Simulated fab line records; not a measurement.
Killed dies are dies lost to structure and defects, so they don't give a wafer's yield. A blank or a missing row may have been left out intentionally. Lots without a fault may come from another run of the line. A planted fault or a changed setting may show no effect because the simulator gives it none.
The tool behind it: which one? | flow gf180mcu | 13 lots with 36 wafers sampled at 6 steps, on a route of 602 steps

== WHAT THE GAUGES READ, wafer by wafer ==
GF_CONTACT_RS_MEAS_25: uses a four-point probe to measure.
lot  | measured     | on            | CONTACT_W_RS (ohm/sq)
L772 | day 16 04:20 | film metro-03 | 0.377 0.383 0.385
L773 | day 16 18:43 | film metro-01 | 0.384 0.377 0.382
L775 | day 17 12:35 | film metro-04 | 0.386 0.378 0.390
L776 | day 17 21:41 | film metro-01 | 0.386 0.379 0.381
L778 | day 18 17:52 | film metro-01 | 0.382 0.391 0.381
L780 | day 20 10:08 | film metro-03 | 0.384 0.305
L781 | day 20 13:46 | film metro-03 | 0.304 0.301
L784 | day 21 13:34 | film metro-03 | 0.391 0.303
L790 | day 23 01:10 | film metro-01 | 0.381 0.388 0.389
L791 | day 23 09:20 | film metro-01 | 0.384 0.384 0.392
L792 | day 23 20:11 | film metro-04 | 0.379 0.385 0.376
L793 | day 24 04:18 | film metro-04 | 0.392 0.387 0.387
L794 | day 24 07:51 | film metro-03 | 0.389 0.386 0.386

GF_CONTACT_THK_MEAS_26: measures by xrf.
lot  | measured     | on            | CONTACT_W_THK (nm)
L772 | day 16 04:28 | film metro-03 | 305 299 296
L773 | day 16 18:50 | film metro-01 | 295 302 298
L775 | day 17 12:42 | film metro-04 | 295 302 292
L776 | day 17 21:48 | film metro-01 | 293 300 300
L778 | day 18 17:58 | film metro-01 | 298 290 296
L780 | day 20 10:16 | film metro-03 | 296 373
L781 | day 20 13:50 | film metro-03 | 375 379
L784 | day 21 13:41 | film metro-03 | 293 376
L790 | day 23 01:17 | film metro-01 | 300 295 296
L791 | day 23 09:28 | film metro-01 | 296 297 292
L792 | day 23 20:18 | film metro-04 | 296 293 298
L793 | day 24 04:25 | film metro-04 | 288 291 291
L794 | day 24 07:57 | film metro-03 | 296 298 296

GF_V1_THK_MEAS_01.
lot  | measured     | on            | V1_CVD_00_THK (nm)
L772 | day 17 04:46 | film metro-03 | 588 595 602
L773 | day 17 19:51 | film metro-03 | 605 607 596
L775 | day 18 13:57 | film metro-02 | 593 594 598
L776 | day 18 23:08 | film metro-03 | 600 601 604
L778 | day 19 20:19 | film metro-03 | 602 601 596
L780 | day 21 11:35 | film metro-02 | 609 607
L781 | day 21 15:03 | film metro-02 | 606 593
L784 | day 22 14:44 | film metro-04 | 606 598
L790 | day 24 01:16 | film metro-04 | 599 603 612
L791 | day 24 09:40 | film metro-03 | 599 584 585
L792 | day 24 19:40 | film metro-02 | 598 599 585
L793 | day 25 02:58 | film metro-02 | 615 599 606
L794 | day 25 07:08 | film metro-04 | 600 609 594

== WHAT TOOL EACH LOT RAN ON (gives the tool, then ch and the chambers of the sampled wafers, and finally the start) ==
lot  | GF_CONTACT_SPUTTER_22        | GF_CONTACT_CVD_24             | GF_CONTACT_CMP_27
L772 | pvd sputter-04, day 16 04:08 | cvd w-01 ch 0,1, day 16 04:14 | cmp-01 ch 0,2,3, day 16 04:34
L773 | pvd sputter-02, day 16 18:31 | cvd w-01 ch 0,1, day 16 18:37 | cmp-01 ch 0,1, day 16 18:54
L775 | pvd sputter-04, day 17 12:19 | cvd w-01 ch 0,1, day 17 12:28 | cmp-02 ch 0,1,2, day 17 12:48
L776 | pvd sputter-01, day 17 21:29 | cvd w-02 ch 0,1, day 17 21:35 | cmp-02 ch 0,3, day 17 21:52
L778 | pvd sputter-04, day 18 17:37 | cvd w-01 ch 0,1, day 18 17:45 | cmp-01 ch 0,1,2, day 18 18:08
L780 | pvd sputter-04, day 20 09:56 | cvd w-01 ch 0, day 20 10:02   | cmp-02 ch 0,2, day 20 10:25
L781 | pvd sputter-01, day 20 13:31 | cvd w-01 ch 0,1, day 20 13:39 | cmp-02 ch 0,3, day 20 14:04
L784 | pvd sputter-01, day 21 13:22 | cvd w-01 ch 0,1, day 21 13:28 | cmp-01 ch 0,2, day 21 13:50
L790 | pvd sputter-01, day 23 00:58 | cvd w-02 ch 0,1, day 23 01:04 | cmp-01 ch 0,1,2, day 23 01:21
L791 | pvd sputter-02, day 23 09:08 | cvd w-02 ch 0,1, day 23 09:14 | cmp-01 ch 1,2,3, day 23 09:34
L792 | pvd sputter-01, day 23 19:59 | cvd w-02 ch 0,1, day 23 20:05 | cmp-02 ch 0,2,3, day 23 20:22
L793 | pvd sputter-04, day 24 04:05 | cvd w-01 ch 1, day 24 04:11   | cmp-02 ch 1,2,3, day 24 04:28
L794 | pvd sputter-01, day 24 07:37 | cvd w-02 ch 0,1, day 24 07:44 | cmp-02 ch 0,2, day 24 08:02
- GF_CONTACT_SPUTTER_22: material Ti, target thk 15 nm, time 80.02 s.
- GF_CONTACT_CVD_24: deposits W, target thk 300 nm, time 90.339 s.
- GF_CONTACT_CMP_27: polishes, stops on SiO2, t overpolish 15 s, target thk 0 nm.

== WHAT THE TOOLS THEMSELVES READ (means of the sampled wafers that have a number; where no wafer has one, the mark that the record gives instead) ==
GF_CONTACT_SPUTTER_22.
lot  | tool           | throttle valve pct (%)
L772 | pvd sputter-04 | 30.3
L773 | pvd sputter-02 | 28.8
L775 | pvd sputter-04 | 30.3
L776 | pvd sputter-01 | 28.6
L778 | pvd sputter-04 | 30.1
L780 | pvd sputter-04 | 29.9
L781 | pvd sputter-01 | 29.6
L784 | pvd sputter-01 | 28.6
L790 | pvd sputter-01 | 28.6
L791 | pvd sputter-02 | 28.8
L792 | pvd sputter-01 | 29.1
L793 | pvd sputter-04 | 30.0
L794 | pvd sputter-01 | 29.3

GF_CONTACT_CVD_24.
lot  | tool     | heater power w (W)
L772 | cvd w-01 | 851
L773 | cvd w-01 | 821
L775 | cvd w-01 | 828
L776 | cvd w-02 | 922
L778 | cvd w-01 | 871
L780 | cvd w-01 | 884
L781 | cvd w-01 | 842
L784 | cvd w-01 | 842
L790 | cvd w-02 | 894
L791 | cvd w-02 | 919
L792 | cvd w-02 | 925
L793 | cvd w-01 | 818
L794 | cvd w-02 | 923

GF_CONTACT_CMP_27.
lot  | tool   | motor current A (A) | time to endpoint s (s)
L772 | cmp-01 | 11.0                | 75
L773 | cmp-01 | 11.7                | 77
L775 | cmp-02 | 10.5                | 74
L776 | cmp-02 | 10.1                | 74
L778 | cmp-01 | 11.2                | 71
L780 | cmp-02 | 10.6                | 84
L781 | cmp-02 | 9.7                 | 92
L784 | cmp-01 | 10.7                | 82
L790 | cmp-01 | 11.0                | 72
L791 | cmp-01 | 10.9                | 72
L792 | cmp-02 | 10.3                | 75
L793 | cmp-02 | 10.7                | 73
L794 | cmp-02 | 9.9                 | 74

== THE ANSWER, worked out from the rows above alone ==
Rule: the usual values come from the lots themselves. The widest of any qualifying gaps counts: lots, ordered by their means at a reading, are off when they make up no more than a third of the lots, leave a main group of 4 or more, and stand apart from it by 3 or more times the standard deviation of that group's means. If all means in a main group match to the digits the tables above print for the reading, that group is not used. Also off: a lot with no number at a reading for which 4 or more lots have one. Any other lot the step has rows for is counted as sound. After the gauges, taken in route order, come the tools' own readings; for these a lot's mean is taken, as printed above. At the first step where some lot is off, the reading lying furthest off is the one used; lots without a number count as furthest.
Off: L780, L781, L784, seen at GF_CONTACT_RS_MEAS_25 (CONTACT_W_RS). Main group: mean 0.384 ohm/sq, sd 0.0028.
If a tool, at a process step before that reading, ran all the lots that are off and no sound lot after the first of them, it fits. Gauges at GF_CONTACT_RS_MEAS_25: tried the same way as those tools. None of those tried fits.

== WHAT THE SIMULATOR HAD INSERTED ==
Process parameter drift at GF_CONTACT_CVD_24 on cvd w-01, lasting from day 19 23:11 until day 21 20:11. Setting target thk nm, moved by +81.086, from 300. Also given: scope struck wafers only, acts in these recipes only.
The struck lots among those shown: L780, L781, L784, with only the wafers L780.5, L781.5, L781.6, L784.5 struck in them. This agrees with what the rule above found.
